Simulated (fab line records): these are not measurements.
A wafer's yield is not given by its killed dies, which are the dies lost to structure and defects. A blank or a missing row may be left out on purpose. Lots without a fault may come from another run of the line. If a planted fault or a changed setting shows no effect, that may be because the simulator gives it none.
Problem report in the 8D (eight disciplines) form, filled by code :: flow gf180mcu :: the parts of the form that need people (team, actions taken, sign-off) are left out

== 1. PROBLEM STATEMENT ==
Across 9 wafers from 3 lots, VT_IMPLANT_2_TW at GF_VT_IMPLANT_TW_MEAS_21 averages 1095, while fault-free wafers read 1222 with a standard deviation of 12. Measured from the usual mean, that is -11 standard deviations.
Earliest sighting: wafer L486.2 on film-metro-02 at day 8 14:34. Wafers with a number at this step in the record: 39, from 13 lots. The rule behind "out" and "out of limits": a value lying over 4 standard deviations away from the usual mean. Any other wafer with a number is counted as sound.

== 2. WHAT IT IS, AND WHAT IT ISN'T ==
question: which readings at this step
is: VT_IMPLANT_2_TW
is not: -

question: which lots
is: L486, L489, L491
is not: L477, L478, L479, L481, L482, L483, L495, L498, L499, L500

question: which wafers of those lots
is: all that have a number
is not: -

question: read on which gauges
is: film-metro-02, film-metro-04
is not: film-metro-01

question: when
is: from day 8 14:34
is not: up to then (18 sound wafers); but 12 sound wafers of L495, L498, L499, L500 came after

== 3. SUSPECTS, AND WHAT RULES EACH OUT ==
Counting: a tool stays on the suspect list if, at a process step up to the reading, it processed all lots that are out and no sound lot following the first of them.
- ruled out: the gauge at GF_VT_IMPLANT_TW_MEAS_21. The wafers that are out were read on 2 gauges (film-metro-02, film-metro-04).
- implanter-03 at GF_VT_IMPLANT_IMPLANT_19: kept. It ran every lot that is out, first L486 (day 8 14:20), and no sound lot after that; its last sound lot up to then is L482 (day 7 14:21). Its own readings are out on those wafers: dose-ions-cm2, faraday-current-uA.
After counting, what remains is implanter-03 at GF_VT_IMPLANT_IMPLANT_19.

== 4. THE CAUSE (what the simulator had put in) ==
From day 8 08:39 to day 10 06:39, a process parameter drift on implanter-03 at GF_VT_IMPLANT_IMPLANT_19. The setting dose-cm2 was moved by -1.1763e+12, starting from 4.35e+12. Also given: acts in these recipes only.
This tool alone remained once counting was done.

== 5. SEQUENCE OF EFFECTS, ordered by route ==
Rows list readings where the struck wafers' mean (over those with a number) sits beyond 3 standard deviations from the usual. Only readings whose record carries a usual standard deviation are examined. hours: median over the lots of the time between each lot's start at the first step of this table that gives one and its start at this step. sigmas: the change, counted in usual standard deviations.
hours: 0
step: GF_VT_IMPLANT_IMPLANT_19
reading: dose-ions-cm2
usual: 4.349e+12
on struck wafers: 3.172e+12
change: -1.177e+12
sigmas: -99 or more

hours: 0
step: GF_VT_IMPLANT_IMPLANT_19
reading: faraday-current-uA
usual: 24.5
on struck wafers: 17.8
change: -6.7
sigmas: -13

hours: 0
step: GF_VT_IMPLANT_TW_MEAS_21
reading: VT_IMPLANT_2_TW
usual: 1222
on struck wafers: 1095
change: -127
sigmas: -11
Here are the process steps it includes:
- GF_VT_IMPLANT_IMPLANT_19

== 6. WHAT WOULD HAVE CAUGHT IT SOONER ==
The first out-of-limits reading at a measuring or inspecting step in this record came at day 8 14:34, 6 hours after the fault's start at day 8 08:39.
At GF_VT_IMPLANT_IMPLANT_19, the tool's own readings (dose-ions-cm2, faraday-current-uA) were out on each struck wafer the step has a row for, so an alarm limit on them would have fired on the first such wafer.
Lots out: 3; of these, L489, L491 started GF_VT_IMPLANT_IMPLANT_19 on implanter-03 after day 8 14:34. A hold on the tool at that time would have spared those 2.
